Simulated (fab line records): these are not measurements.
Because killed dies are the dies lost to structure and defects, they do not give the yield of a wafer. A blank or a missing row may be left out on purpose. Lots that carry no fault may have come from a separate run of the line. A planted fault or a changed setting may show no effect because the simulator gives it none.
The tool behind it: which one?	flow gf180mcu	39 wafers from 13 lots sampled at 4 of the route's 602 steps

WHAT THE GAUGES SHOWED, per wafer
GF_M4_OVL_MEAS_15.
lot	measured	on	M4_OVL (nm)
L368	day 24 06:02	overlay-02	-3 -2 7
L370	day 24 19:40	overlay-01	0 0 1
L372	day 25 09:39	overlay-02	-1 1 4
L373	day 25 18:20	overlay-02	17 5 7
L374	day 26 08:53	overlay-01	-10 4 -5
L375	day 26 14:05	overlay-02	-3 2 -3
L376	day 26 22:13	overlay-02	1 -5 -5
L384	day 29 05:05	overlay-02	0 0 5
L386	day 29 19:50	overlay-01	2 12 11
L387	day 30 00:31	overlay-02	-2 1 4
L388	day 30 11:32	overlay-02	2 -3 -2
L390	day 30 21:23	overlay-02	5 9 7
L391	day 31 01:32	overlay-01	9 4 9

GF_V4_THK_MEAS_01.
lot	measured	on	V4_CVD_00_THK (nm)
L368	day 24 06:48	film_metro-02	598 595 599
L370	day 24 20:25	film_metro-02	604 610 602
L372	day 25 10:25	film_metro-04	599 599 602
L373	day 25 19:08	film_metro-02	596 596 601
L374	day 26 09:38	film_metro-01	598 594 594
L375	day 26 14:50	film_metro-01	599 599 601
L376	day 26 22:59	film_metro-02	596 593 592
L384	day 29 06:21	film_metro-04	598 593 602
L386	day 29 20:37	film_metro-01	605 598 606
L387	day 30 01:16	film_metro-01	596 590 597
L388	day 30 12:17	film_metro-01	594 599 597
L390	day 30 22:16	film_metro-01	601 607 597
L391	day 31 02:25	film_metro-01	602 599 594

TOOL THAT RAN EACH LOT (tool first, then ch and the chambers of the sampled wafers, then the start)
lot	GF_M4_SPUTTER_02	GF_M4_METAL_ETCH_16
L368	pvd_sputter-03, day 23 06:37	rie_metal-03 ch 0,1, day 24 06:04
L370	pvd_sputter-03, day 23 21:01	rie_metal-04 ch 0,1, day 24 19:42
L372	pvd_sputter-03, day 24 11:46	rie_metal-04 ch 0,1, day 25 09:43
L373	pvd_sputter-03, day 24 20:53	rie_metal-02 ch 0, day 25 18:22
L374	pvd_sputter-03, day 25 10:39	rie_metal-04 ch 0,1, day 26 08:55
L375	pvd_sputter-02, day 25 16:34	rie_metal-02 ch 0,1, day 26 14:07
L376	pvd_sputter-02, day 26 00:52	rie_metal-04 ch 0,1, day 26 22:17
L384	pvd_sputter-03, day 28 09:01	rie_metal-04 ch 0,1, day 29 05:07
L386	pvd_sputter-03, day 29 00:40	rie_metal-04 ch 0,1, day 29 19:52
L387	pvd_sputter-02, day 29 04:27	rie_metal-04 ch 0,1, day 30 00:32
L388	pvd_sputter-01, day 29 16:31	rie_metal-03 ch 0,1, day 30 11:34
L390	pvd_sputter-03, day 30 02:28	rie_metal-03 ch 0, day 30 21:28
L391	pvd_sputter-01, day 30 06:37	rie_metal-03 ch 0, day 31 01:37
- GF_M4_SPUTTER_02: material AlCu, target thk 450 nm, time 23.9 s.
- GF_M4_METAL_ETCH_16: etches the open film in Cl2/BCl3, stops on SiO2, target depth 627.5 nm, time 104.6 s.

AS READ BY THE TOOLS THEMSELVES (means over the sampled wafers that have a number; for cases with no such wafer, the mark the record gives instead)
GF_M4_SPUTTER_02.
lot	tool	chamber_pressure_pa (Pa)	throttle_valve_pct (%)
L368	pvd_sputter-03	0.4008	29.3
L370	pvd_sputter-03	0.4007	29.8
L372	pvd_sputter-03	0.3992	28.3
L373	pvd_sputter-03	0.4003	29.9
L374	pvd_sputter-03	0.4004	29.4
L375	pvd_sputter-02	0.3998	29.7
L376	pvd_sputter-02	0.4001	31.1
L384	pvd_sputter-03	0.3993	29.3
L386	pvd_sputter-03	0.3995	29.0
L387	pvd_sputter-02	0.4000	30.6
L388	pvd_sputter-01	0.3999	30.0
L390	pvd_sputter-03	0.3992	29.0
L391	pvd_sputter-01	0.3992	30.3

GF_M4_METAL_ETCH_16.
lot	tool	bias_w (W)	drypump_motor_current_A (A)	oes_product_au (a.u.)	throttle_valve_pct (%)
L368	rie_metal-03	140.1	5.9	0.972	28.250
L370	rie_metal-04	140.2	6.2	0.973	28.247
L372	rie_metal-04	140.1	6.3	0.972	28.248
L373	rie_metal-02	139.8	6.5	0.977	28.244
L374	rie_metal-04	140.4	6.4	0.976	28.244
L375	rie_metal-02	139.9	6.0	0.970	28.247
L376	rie_metal-04	139.9	6.3	0.977	28.256
L384	rie_metal-04	138.5	6.1	0.970	28.241
L386	rie_metal-04	136.4	6.3	0.972	28.243
L387	rie_metal-04	136.6	6.3	0.972	28.259
L388	rie_metal-03	139.7	5.9	0.969	28.250
L390	rie_metal-03	139.7	5.8	0.976	28.251
L391	rie_metal-03	140.2	5.8	0.966	28.248

THE ANSWER, worked out from the rows above alone
Rule: the lots themselves supply what counts as usual. Put in order of their means at a reading, lots are off if they are a third of the lots or fewer, leave a main group of 4 or more, and stand apart from it by a gap of 3 or more times the standard deviation of the main group's means; of several such gaps the widest counts. Not used: any main group whose means are identical at the precision the tables above print for the reading. A lot without any number at a reading at which 4 lots or more have one is off too. Any other lot the step has rows for is counted as sound. First the gauges in route order, then the tools' own readings, where a lot's mean is used as printed above. The first step at which some lot is off is used, and at that step the reading that is off furthest; a lot without a number counts as furthest.
Off at GF_M4_METAL_ETCH_16 (bias_w): L384, L386, L387. Main group: mean 140.0 W, sd 0.22.
A tool fits if, at that step or a process step before it, it ran every lot that is off, and no sound lot after the first of them. One candidate fits, namely rie_metal-04 at GF_M4_METAL_ETCH_16. Its last sound lot is L376 (day 26 22:17), its first lot that is off L384 (day 29 05:07): a fault that began between those two fits.
On the lots that are off, the tool's own readings at GF_M4_METAL_ETCH_16 differ by more than 5 times the standard deviation of the sound lots' means, which bears it out; bias_w reads 137.2 W there versus 140.0 W on the sound lots.

WHAT WAS PUT IN BY THE SIMULATOR
rie_metal-04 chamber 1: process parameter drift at GF_M4_METAL_ETCH_16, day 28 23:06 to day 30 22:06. Setting bias_w, moved by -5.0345, from 140. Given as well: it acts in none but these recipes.
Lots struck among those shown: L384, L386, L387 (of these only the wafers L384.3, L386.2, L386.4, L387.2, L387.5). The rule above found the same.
